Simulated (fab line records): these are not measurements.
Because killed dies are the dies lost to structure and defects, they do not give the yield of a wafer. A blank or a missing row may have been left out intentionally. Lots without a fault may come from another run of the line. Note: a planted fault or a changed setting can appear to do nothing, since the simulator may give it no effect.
fab line records    flow gf180mcu    part 1 of 2: steps 1 to 28 of 40
[record] lots = 5  wafers = 15  lastDay = 33
route steps=602 shown PSD@256 NSD@262 SAB@264 SALICIDE@278 CONTACT@287
lots with no fault: from the same line, run without faults
startH: start of the lot's first displayed wafer, in hours after the record's first day    waitH: hours from the lot's prior step to this one    " repeats the value in the row above    L1.1+2: a row that stands for several wafers    - value missing, or start not given    * or withheld: withheld    < > ~ a bound
route shown NAME@n: a module of which the file shows steps, and the number in the route of the first    usual: average and standard deviation across the fault-free wafers    same: alike in all rows    chamber/n: place in a boat    sites: per-site readings    _std_site: how widely they spread, as a standard deviation    _edge_site: mean of outer sites minus mean of inner sites    radiusMm: for every site, how far away it sits from the centre of the wafer    mask NAME#n: copy n    behind: tool/chamber where the wafer was last shaped    hold: what put the lot on hold/how long, in hours/how the hold closed    device: the transistor (n, p or np) that didn't switch    end of line: the same wafers' tests at the end of the route    for a step that has no rows: nothing shown but its recipe    killed: not the wafer's yield, but the dies lost to structure and defects at the first sort    map: shows each die of a wafer: x if killed, . if not, _ if none is there
set.NAME: setting as actually run; set.NAME@STEP: the setting as run at that earlier step    model.NAME: the simulator's own value behind a step, which no gauge read
lots seen at some steps along the route; tables by step, rows by wafer
services: the hour from which a tool's chamber was out of use, counted from the record's first day as startH (under 0 if before that day), plus the number of hours and why
[[steps]]
[step GF_PSD_OVL_MEAS_08]
[usual] PSD_OVL = -0.7/1.4
lot.wafer  tool        chamber  startH  waitH  PSD_OVL[nm]
L080.1     overlay-01  -        369.55  0.1    -0.1
L080.3     "           -        "       "      0.9
L080.5     "           -        "       "      -0.7
L085.3     overlay-01  -        409.03  0.1    -0.9
L085.5     "           -        "       "      -1.7
L085.6     "           -        "       "      -1.3
L090.2     overlay-01  -        455.75  0.1    1.0
L090.4     "           -        "       "      -1.9
L090.5     "           -        "       "      -1.8
L091.3     overlay-01  -        462.53  0.1    -2.4
L091.5     "           -        "       "      -1.4
L091.6     "           -        "       "      -2.8
L094.1     overlay-01  -        489.41  0.1    -2.2
L094.4     "           -        "       "      -2.3
L094.6     "           -        "       "      -1.8
[step GF_PSD_IMPLANT_09]
[recipe] species = BF2  energyKev = 40  doseCm2 = 1.5e+15  tiltDeg = 7
[usual] doseIonsCm2 = 1.4998e+15/1.7e+12
lot.wafer  tool          chamber  startH  waitH  doseIonsCm2
L080.1     implanter-03  0        369.59  0.0    1.4985e+15
L080.3     "             0        "       "      1.4997e+15
L080.5     "             0        "       "      1.4984e+15
L085.3     implanter-03  0        409.10  0.1    1.4984e+15
L085.5     "             0        "       "      1.5018e+15
L085.6     "             0        "       "      1.5004e+15
L090.2     implanter-04  0        455.81  0.0    1.5014e+15
L090.4     "             0        "       "      1.5002e+15
L090.5     "             0        "       "      1.4984e+15
L091.3     implanter-03  0        462.60  0.1    1.4994e+15
L091.5     "             0        "       "      1.4996e+15
L091.6     "             0        "       "      1.4977e+15
L094.1     implanter-02  0        489.44  0.0    1.4966e+15
L094.4     "             0        "       "      1.4992e+15
L094.6     "             0        "       "      1.5009e+15
[step GF_PSD_STRIP_10]
[recipe] chemistry = O2/N2  powerW = 1400  pressureMtorr = 1500  platenTempC = 250  o2FlowSccm = 3000  n2FlowSccm = 300  overashFraction = 0.5
[usual] drypumpMotorCurrentA = 5.8/0.59  heaterPowerW = 325/13  oesProductAu = 0.592/0.0046  stripTimeToEndpointS = 16.53/0.034
lot.wafer  tool            chamber  startH  waitH  drypumpMotorCurrentA  heaterPowerW  oesProductAu  rfHoursCounterH  stripTimeToEndpointS
L080.1     plasmaAsher-02  1        369.74  0.1    5.5                   302           0.584         69               16.52
L080.3     "               1        "       "      5.5                   298           0.592         -                16.55
L080.5     "               0        "       "      6.5                   327           0.583         -                16.51
L085.3     plasmaAsher-03  0        409.24  0.1    5.5                   331           0.586         -                16.45
L085.5     "               0        "       "      5.5                   330           0.595         -                16.53
L085.6     "               1        "       "      6.6                   336           0.596         -                16.51
L090.2     plasmaAsher-03  1        455.93  0.1    6.5                   331           0.594         66               16.53
L090.4     "               0        "       "      5.5                   347           0.594         -                16.54
L090.5     "               0        "       "      5.5                   328           0.593         -                16.46
L091.3     plasmaAsher-03  0        462.74  0.1    5.5                   340           0.589         -                16.48
L091.5     "               0        "       "      5.5                   334           0.596         -                16.48
L091.6     "               1        "       "      6.6                   338           0.590         -                16.57
L094.1     plasmaAsher-03  0        489.59  0.1    5.5                   338           0.590         69               16.57
L094.4     "               0        "       "      5.5                   341           0.590         -                16.55
L094.6     "               1        "       "      6.6                   340           0.598         -                16.52
[step GF_PSD_TW_MEAS_11]
[usual] PSD_TW = 3200/27
lot.wafer  tool          chamber  startH  waitH  PSD_TW
L080.1     filmMetro-02  -        369.84  0.1    3215
L080.3     "             -        "       "      3204
L080.5     "             -        "       "      3204
L085.3     filmMetro-02  -        409.32  0.1    3192
L085.5     "             -        "       "      3179
L085.6     "             -        "       "      3186
L090.2     filmMetro-01  -        456.04  0.1    3226
L090.4     "             -        "       "      3230
L090.5     "             -        "       "      3223
L091.3     filmMetro-01  -        462.82  0.1    3244
L091.5     "             -        "       "      3240
L091.6     "             -        "       "      3236
L094.1     filmMetro-01  -        489.69  0.1    3183
L094.4     "             -        "       "      3177
L094.6     "             -        "       "      3159
[step GF_PSD_CLEAN_12]
[recipe] chemistry = SC1/SC2  mix = 1:4:20  tempC = 70  timeS = 150  dry = n2Spin
[usual] bathHeatDutyPct = 13.3/1.1
lot.wafer  tool         chamber  startH  waitH  bathHeatDutyPct
L080.1     wetBench-03  1        369.90  0.1    13.4
L080.3     "            1        "       "      12.5
L080.5     "            1        "       "      11.9
L085.3     wetBench-04  3        409.36  0.0    13.3
L085.5     "            3        "       "      12.0
L085.6     "            3        "       "      13.9
L090.2     wetBench-04  2        456.09  0.0    11.6
L090.4     "            2        "       "      10.9
L090.5     "            2        "       "      12.5
L091.3     wetBench-02  3        462.86  0.0    13.0
L091.5     "            3        "       "      12.5
L091.6     "            3        "       "      12.5
L094.1     wetBench-03  0        489.75  0.1    13.3
L094.4     "            0        "       "      14.9
L094.6     "            0        "       "      14.0
[step GF_PSD_RTA_13]
[recipe] tempC = 1025  timeS = 20  ambient = N2
[usual] lampPowerPct = 35.2/1.2  wafer_temp_C_max = 1029.7/1.1
lot.wafer  tool          chamber  startH  waitH  lampPowerPct  wafer_temp_C_max
L080.1     rtpAnneal-01  0        369.96  0.0    34.0          1029.6
L080.3     "             0        "       "      33.9          1029.1
L080.5     "             0        "       "      34.0          1029.1
L085.3     rtpAnneal-01  0        409.47  0.1    33.9          1029.3
L085.5     "             0        "       "      34.0          1028.3
L085.6     "             0        "       "      34.0          1027.9
L090.2     rtpAnneal-02  0        456.16  0.0    36.4          1031.6
L090.4     "             0        "       "      36.4          1031.0
L090.5     "             0        "       "      36.3          1029.0
L091.3     rtpAnneal-01  0        462.94  0.0    34.0          1029.4
L091.5     "             0        "       "      34.0          1029.9
L091.6     "             0        "       "      34.0          1027.9
L094.1     rtpAnneal-01  0        489.80  0.0    33.9          1028.1
L094.4     "             0        "       "      34.0          1029.6
L094.6     "             0        "       "      33.9          1030.9
[step GF_PSD_RS_MEAS_14]
[recipe] thkMeasGauge = four-point-probe
[usual] NSD_RS = 46.09/0.078
lot.wafer  tool          chamber  startH  waitH  NSD_RS[ohm/sq]
L080.1     filmMetro-02  -        370.04  0.1    46.08
L080.3     "             -        "       "      45.99
L080.5     "             -        "       "      45.92
L085.3     filmMetro-03  -        409.62  0.1    45.97
L085.5     "             -        "       "      46.03
L085.6     "             -        "       "      45.91
L090.2     filmMetro-02  -        456.25  0.1    46.20
L090.4     "             -        "       "      46.20
L090.5     "             -        "       "      46.23
L091.3     filmMetro-01  -        463.04  0.1    46.13
L091.5     "             -        "       "      46.18
L091.6     "             -        "       "      46.07
L094.1     filmMetro-02  -        489.88  0.1    46.14
L094.4     "             -        "       "      46.03
L094.6     "             -        "       "      46.04
[step GF_PSD_RS_MEAS_15]
[recipe] thkMeasGauge = four-point-probe
[usual] PSD_RS = 108.51/0.3
lot.wafer  tool          chamber  startH  waitH  PSD_RS[ohm/sq]
L080.1     filmMetro-02  -        370.16  0.1    108.47
L080.3     "             -        "       "      107.97
L080.5     "             -        "       "      108.29
L085.3     filmMetro-03  -        409.74  0.1    108.82
L085.5     "             -        "       "      108.79
L085.6     "             -        "       "      108.49
L090.2     filmMetro-02  -        456.37  0.1    109.16
L090.4     "             -        "       "      109.02
L090.5     "             -        "       "      108.83
L091.3     filmMetro-01  -        463.16  0.1    108.39
L091.5     "             -        "       "      108.70
L091.6     "             -        "       "      108.81
L094.1     filmMetro-02  -        490.00  0.1    108.15
L094.4     "             -        "       "      108.24
L094.6     "             -        "       "      108.13
[step GF_SAB_CVD_00]
[recipe] material = SiO2  targetThkNm = 50  precursor = TEOS  tempC = 400  timeS = 4.9302  rfW = 600
[usual] heaterPowerW = 635/130
lot.wafer  tool      chamber  startH  waitH  heaterPowerW
L080.1     pecvd-04  1        370.28  0.1    647
L080.3     "         2        "       "      569
L080.5     "         0        "       "      458
L085.3     pecvd-04  0        409.82  0.1    525
L085.5     "         1        "       "      605
L085.6     "         0        "       "      525
L090.2     pecvd-02  1        456.47  0.1    650
L090.4     "         0        "       "      600
L090.5     "         2        "       "      999
L091.3     pecvd-04  1        463.25  0.1    579
L091.5     "         0        "       "      498
L091.6     "         1        "       "      580
L094.1     pecvd-04  2        490.12  0.1    525
L094.4     "         2        "       "      516
L094.6     "         1        "       "      656
[step GF_SAB_THK_MEAS_01]
[recipe] reads = SiO2_of_SAB_CVD_00
[usual] SAB_CVD_00_THK = 50.0/0.75
lot.wafer  tool          chamber  startH  waitH  SAB_CVD_00_THK[nm]
L080.1     filmMetro-04  -        370.30  0.0    50.6
L080.3     "             -        "       "      48.8
L080.5     "             -        "       "      50.4
L085.3     filmMetro-01  -        409.86  0.0    50.5
L085.5     "             -        "       "      51.5
L085.6     "             -        "       "      50.1
L090.2     filmMetro-01  -        456.50  0.0    50.0
L090.4     "             -        "       "      51.1
L090.5     "             -        "       "      50.4
L091.3     filmMetro-02  -        463.29  0.0    50.5
L091.5     "             -        "       "      50.2
L091.6     "             -        "       "      49.7
L094.1     filmMetro-04  -        490.15  0.0    48.8
L094.4     "             -        "       "      50.4
L094.6     "             -        "       "      51.0
[step GF_SAB_DEHYDRATE_02]
[recipe] tempC = 200  timeS = 60
lot.wafer   tool           chamber  startH  waitH
L080.1+3+5  lithoTrack-01  0        381.10  10.8
L085.3+5+6  lithoTrack-04  0        420.85  11.0
L090.2+4+5  lithoTrack-02  0        467.85  11.3
L091.3+5+6  lithoTrack-04  0        474.60  11.3
L094.1+4+6  lithoTrack-02  0        501.83  11.7
[step GF_SAB_HMDS_03]
[recipe] primeTimeS = 60  primeTempC = 120
lot.wafer   tool           chamber  startH  waitH
L080.1+3+5  lithoTrack-01  0        381.25  0.1
L085.3+5+6  lithoTrack-04  0        421.00  0.1
L090.2+4+5  lithoTrack-02  0        468.00  0.1
L091.3+5+6  lithoTrack-04  0        474.75  0.1
L094.1+4+6  lithoTrack-02  0        501.98  0.1
[step GF_SAB_COAT_04]
[recipe] resist = NOVOLAK  spinRpm = 3000  resistThkNm = 1000
lot.wafer   tool           chamber  startH  waitH
L080.1+3+5  lithoTrack-01  0        381.40  0.1
L085.3+5+6  lithoTrack-04  0        421.15  0.1
L090.2+4+5  lithoTrack-02  0        468.15  0.1
L091.3+5+6  lithoTrack-04  0        474.90  0.1
L094.1+4+6  lithoTrack-02  0        502.13  0.1
[step GF_SAB_SOFTBAKE_05]
[recipe] tempC = 90  timeS = 60  resist = NOVOLAK
lot.wafer   tool           chamber  startH  waitH
L080.1+3+5  lithoTrack-01  0        381.55  0.1
L085.3+5+6  lithoTrack-04  0        421.30  0.1
L090.2+4+5  lithoTrack-02  0        468.30  0.1
L091.3+5+6  lithoTrack-04  0        475.05  0.1
L094.1+4+6  lithoTrack-02  0        502.28  0.1
[step GF_SAB_EXPOSE_06]
[recipe] maskId = SAB  targetCdNm = 420  na = 0.6  sourceShape = conventional  sigmaOuter = 0.6  doseMj = 140
lot.wafer   tool             chamber  startH  waitH  mask
L080.1+3+5  ilineStepper-02  0        -       -      SAB#0
L085.3+5+6  ilineStepper-02  0        -       -      SAB#0
L090.2+4+5  ilineStepper-02  0        -       -      SAB#0
L091.3+5+6  ilineStepper-02  0        -       -      SAB#0
L094.1+4+6  ilineStepper-01  0        -       -      SAB#0
[step GF_SAB_PEB_07]
[recipe] tempC = withheld  timeS = *  resist = NOVOLAK
lot.wafer   tool           chamber  startH  waitH
L080.1+3+5  lithoTrack-04  0        -       -
L085.3+5+6  lithoTrack-04  0        -       -
L090.2+4+5  lithoTrack-02  0        -       -
L091.3+5+6  lithoTrack-01  0        -       -
L094.1+4+6  lithoTrack-02  0        -       -
[step GF_SAB_DEVELOP_08]
[recipe] developTimeS = 60  devTempC = 23
lot.wafer   tool           chamber  startH  waitH
L080.1+3+5  lithoTrack-04  0        392.85  0.1
L085.3+5+6  lithoTrack-04  0        433.25  0.1
L090.2+4+5  lithoTrack-02  0        480.25  0.1
L091.3+5+6  lithoTrack-01  0        486.80  0.1
L094.1+4+6  lithoTrack-02  0        513.93  0.1
[step GF_SAB_CD_MEAS_09]
[recipe] targetCdNm = 420
[usual] cdNm = 419.7/1.8
lot.wafer  tool      chamber  startH  waitH  cdNm
L080.1     cdSem-02  -        393.00  0.1    418.6
L080.3     "         -        "       "      417.8
L080.5     "         -        "       "      418.4
L085.3     cdSem-01  -        433.39  0.1    422.6
L085.5     "         -        "       "      421.3
L085.6     "         -        "       "      423.9
L090.2     cdSem-02  -        480.40  0.1    418.0
L090.4     "         -        "       "      419.3
L090.5     "         -        "       "      421.2
L091.3     cdSem-02  -        486.94  0.1    418.2
L091.5     "         -        "       "      420.4
L091.6     "         -        "       "      419.5
L094.1     cdSem-01  -        514.08  0.1    419.5
L094.4     "         -        "       "      421.1
L094.6     "         -        "       "      419.5
[step GF_SAB_OVL_MEAS_10]
[usual] SAB_OVL = -1.2/1.6
lot.wafer  tool        chamber  startH  waitH  SAB_OVL[nm]
L080.1     overlay-02  -        393.12  0.1    -2.7
L080.3     "           -        "       "      -1.8
L080.5     "           -        "       "      -2.3
L085.3     overlay-02  -        433.48  0.1    -1.2
L085.5     "           -        "       "      -3.2
L085.6     "           -        "       "      -3.3
L090.2     overlay-01  -        480.50  0.1    0.6
L090.4     "           -        "       "      -0.4
L090.5     "           -        "       "      -0.7
L091.3     overlay-02  -        487.03  0.1    -0.8
L091.5     "           -        "       "      -2.1
L091.6     "           -        "       "      -2.8
L094.1     overlay-02  -        514.20  0.1    -1.5
L094.4     "           -        "       "      -0.5
L094.6     "           -        "       "      0.3
[step GF_SAB_ETCH_11]
[recipe] chemistry = C4F8/O2/Ar  maskMaterial = NOVOLAK  target = SiO2  targetDepthNm = 55  sourceW = 1500  biasW = 1200  pressureMtorr = 40  c4f8FlowSccm = withheld  O2_flow_sccm = 6  Ar_flow_sccm = 300  timeS = 8.5
[usual] oesProductAu = 0.997/0.011
lot.wafer  tool        chamber  startH  waitH  oesProductAu  rfHoursCounterH
L080.1     rieDiel-03  3        393.15  0.0    1.007         112
L080.3     "           1        "       "      0.994         17
L080.5     "           1        "       "      0.994         -
L085.3     rieDiel-03  0        433.50  0.0    0.988         1
L085.5     "           3        "       "      0.998         -
L085.6     "           0        "       "      0.997         -
L090.2     rieDiel-02  2        480.53  0.0    0.993         4
L090.4     "           0        "       "      0.980         92
L090.5     "           1        "       "      0.996         -
L091.3     rieDiel-01  0        487.06  0.0    1.013         76
L091.5     "           0        "       "      1.010         -
L091.6     "           3        "       "      1.004         -
L094.1     rieDiel-03  3        514.23  0.0    1.018         2
L094.4     "           1        "       "      1.007         20
L094.6     "           0        "       "      1.001         -
[step GF_SAB_WET_ETCH_12]
[recipe] chemistry = dHF  targetDepthNm = 22  dry = n2Spin  target = SiO2  tempC = 25  dilution = 100:1  timeS = 440
[usual] bathHeatDutyPct = 6.4/0.67
lot.wafer  tool         chamber  startH  waitH  bathHeatDutyPct
L080.1     wetBench-01  0        393.18  0.0    6.2
L080.3     "            0        "       "      7.5
L080.5     "            0        "       "      7.3
L085.3     wetBench-04  1        433.52  0.0    7.0
L085.5     "            1        "       "      6.2
L085.6     "            1        "       "      6.0
L090.2     wetBench-03  2        480.55  0.0    6.1
L090.4     "            2        "       "      5.9
L090.5     "            2        "       "      6.8
L091.3     wetBench-03  3        487.08  0.0    6.6
L091.5     "            3        "       "      8.0
L091.6     "            3        "       "      6.7
L094.1     wetBench-04  0        514.25  0.0    7.3
L094.4     "            0        "       "      7.7
L094.6     "            0        "       "      7.1
[step GF_SAB_STRIP_13]
[recipe] chemistry = O2/N2  powerW = 1400  pressureMtorr = 1500  platenTempC = 250  o2FlowSccm = 3000  n2FlowSccm = 300  overashFraction = 0.5
[usual] drypumpMotorCurrentA = 5.8/0.56  heaterPowerW = 328/14  oesProductAu = 0.710/0.0046  stripTimeToEndpointS = 12.60/0.036
lot.wafer  tool            chamber  startH  waitH  drypumpMotorCurrentA  heaterPowerW  oesProductAu  rfHoursCounterH  stripTimeToEndpointS
L080.1     plasmaAsher-02  0        393.31  0.0    6.5                   323           0.717         71               12.60
L080.3     "               0        "       "      6.5                   327           0.715         -                12.55
L080.5     "               1        "       "      5.5                   293           0.711         -                12.57
L085.3     plasmaAsher-02  0        433.69  0.0    6.6                   314           0.710         -                12.59
L085.5     "               0        "       "      6.6                   314           0.706         -                12.60
L085.6     "               1        "       "      5.5                   310           0.718         -                12.59
L090.2     plasmaAsher-03  0        480.69  0.0    5.5                   339           0.707         69               12.65
L090.4     "               1        "       "      6.6                   331           0.709         -                12.66
L090.5     "               0        "       "      5.5                   328           0.705         -                12.66
L091.3     plasmaAsher-01  1        487.24  0.0    5.3                   354           0.705         -                12.60
L091.5     "               1        "       "      5.3                   346           0.708         -                12.60
L091.6     "               0        "       "      5.3                   312           0.706         -                12.60
L094.1     plasmaAsher-01  1        514.40  0.0    5.3                   346           0.716         44               12.63
L094.4     "               0        "       "      5.3                   313           0.712         -                12.61
L094.6     "               1        "       "      5.3                   342           0.715         -                12.61
[step GF_SALICIDE_CLEAN_00]
[recipe] chemistry = SC1/SC2  mix = 1:4:20  tempC = 70  timeS = 150
[usual] bathHeatDutyPct = 13.5/1.5
lot.wafer  tool         chamber  startH  waitH  bathHeatDutyPct
L080.1     wetBench-02  2        393.41  0.1    14.6
L080.3     "            2        "       "      16.1
L080.5     "            2        "       "      15.7
L085.3     wetBench-03  2        433.76  0.0    13.0
L085.5     "            2        "       "      13.1
L085.6     "            2        "       "      12.6
L090.2     wetBench-02  0        480.79  0.1    15.4
L090.4     "            0        "       "      16.6
L090.5     "            0        "       "      15.7
L091.3     wetBench-01  3        487.31  0.0    12.7
L091.5     "            3        "       "      13.1
L091.6     "            3        "       "      12.3
L094.1     wetBench-02  1        514.50  0.1    12.3
L094.4     "            1        "       "      11.8
L094.6     "            1        "       "      12.2
[step GF_SALICIDE_WET_ETCH_01]
[recipe] chemistry = dHF  targetDepthNm = 5  dry = ipaMarangoni  target = SiO2  tempC = 25  dilution = 100:1  timeS = 100
[usual] bathHeatDutyPct = 6.0/0.68
lot.wafer  tool         chamber  startH  waitH  bathHeatDutyPct
L080.1     wetBench-01  3        393.46  0.0    6.2
L080.3     "            3        "       "      5.6
L080.5     "            3        "       "      5.0
L085.3     wetBench-01  2        433.81  0.0    5.0
L085.5     "            2        "       "      5.3
L085.6     "            2        "       "      5.1
L090.2     wetBench-03  1        480.84  0.0    6.8
L090.4     "            1        "       "      5.9
L090.5     "            1        "       "      6.2
L091.3     wetBench-03  0        487.36  0.0    6.5
L091.5     "            0        "       "      6.3
L091.6     "            0        "       "      6.1
L094.1     wetBench-01  2        514.55  0.0    5.4
L094.4     "            2        "       "      5.1
L094.6     "            2        "       "      5.7
[step GF_SALICIDE_SPUTTER_02]
[recipe] material = Co  targetThkNm = 10  powerW = 1000  timeS = 20  chamberPressurePa = 0.4
[usual] throttleValvePct = 30.3/1.1
lot.wafer  tool           chamber  startH  waitH  throttleValvePct
L080.1     pvdSputter-01  -        393.50  0.0    31.3
L080.3     "              -        "       "      30.9
L080.5     "              -        "       "      31.2
L085.3     pvdSputter-02  -        433.85  0.0    30.2
L085.5     "              -        "       "      31.8
L085.6     "              -        "       "      30.2
L090.2     pvdSputter-01  -        480.87  0.0    30.5
L090.4     "              -        "       "      30.8
L090.5     "              -        "       "      31.0
L091.3     pvdSputter-01  -        487.40  0.0    30.7
L091.5     "              -        "       "      30.9
L091.6     "              -        "       "      31.2
L094.1     pvdSputter-03  -        514.59  0.0    31.1
L094.4     "              -        "       "      29.1
L094.6     "              -        "       "      30.4
[step GF_SALICIDE_SPUTTER_03]
[recipe] material = TiN  targetThkNm = 20  powerW = 6500  timeS = 16.7  chamberPressurePa = 0.4
[usual] throttleValvePct = 30.3/1.1
lot.wafer  tool           chamber  startH  waitH  throttleValvePct
L080.1     pvdSputter-01  -        393.52  0.0    31.3
L080.3     "              -        "       "      30.8
L080.5     "              -        "       "      31.1
L085.3     pvdSputter-02  -        433.88  0.0    30.4
L085.5     "              -        "       "      31.6
L085.6     "              -        "       "      30.3
L090.2     pvdSputter-01  -        480.90  0.0    30.6
L090.4     "              -        "       "      30.8
L090.5     "              -        "       "      31.2
L091.3     pvdSputter-01  -        487.42  0.0    31.1
L091.5     "              -        "       "      31.1
L091.6     "              -        "       "      31.2
L094.1     pvdSputter-03  -        514.62  0.0    31.0
L094.4     "              -        "       "      29.1
L094.6     "              -        "       "      30.3
[step GF_SALICIDE_RS_MEAS_04]
[recipe] thkMeasGauge = four-point-probe  reads = TiN_of_SALICIDE_SPUTTER_03+Co_of_SALICIDE_SPUTTER_02
[usual] SALICIDE_TIN_RS = 16.4/0.3
lot.wafer  tool          chamber  startH  waitH  SALICIDE_TIN_RS[ohm/sq]
L080.1     filmMetro-01  -        393.55  0.0    16.5
L080.3     "             -        "       "      16.1
L080.5     "             -        "       "      16.6
L085.3     filmMetro-04  -        433.94  0.1    16.4
L085.5     "             -        "       "      16.4
L085.6     "             -        "       "      16.1
L090.2     filmMetro-01  -        480.95  0.0    16.6
L090.4     "             -        "       "      16.4
L090.5     "             -        "       "      16.1
L091.3     filmMetro-01  -        487.49  0.1    16.1
L091.5     "             -        "       "      16.1
L091.6     "             -        "       "      16.3
L094.1     filmMetro-01  -        514.64  0.0    16.2
L094.4     "             -        "       "      16.5
L094.6     "             -        "       "      16.6
[step GF_SALICIDE_THK_MEAS_05]
[recipe] thkMeasGauge = xrf  reads = TiN_of_SALICIDE_SPUTTER_03
[usual] SALICIDE_TIN_THK = 19.97/0.27
lot.wafer  tool          chamber  startH  waitH  SALICIDE_TIN_THK[nm]
L080.1     filmMetro-01  -        393.67  0.1    19.92
L080.3     "             -        "       "      19.85
L080.5     "             -        "       "      20.09
L085.3     filmMetro-04  -        434.04  0.1    20.18
L085.5     "             -        "       "      19.91
L085.6     "             -        "       "      20.10
L090.2     filmMetro-01  -        481.06  0.1    19.77
L090.4     "             -        "       "      20.00
L090.5     "             -        "       "      19.91
L091.3     filmMetro-01  -        487.59  0.1    20.29
L091.5     "             -        "       "      20.23
L091.6     "             -        "       "      20.54
L094.1     filmMetro-01  -        514.76  0.1    20.05
L094.4     "             -        "       "      19.82
L094.6     "             -        "       "      19.89
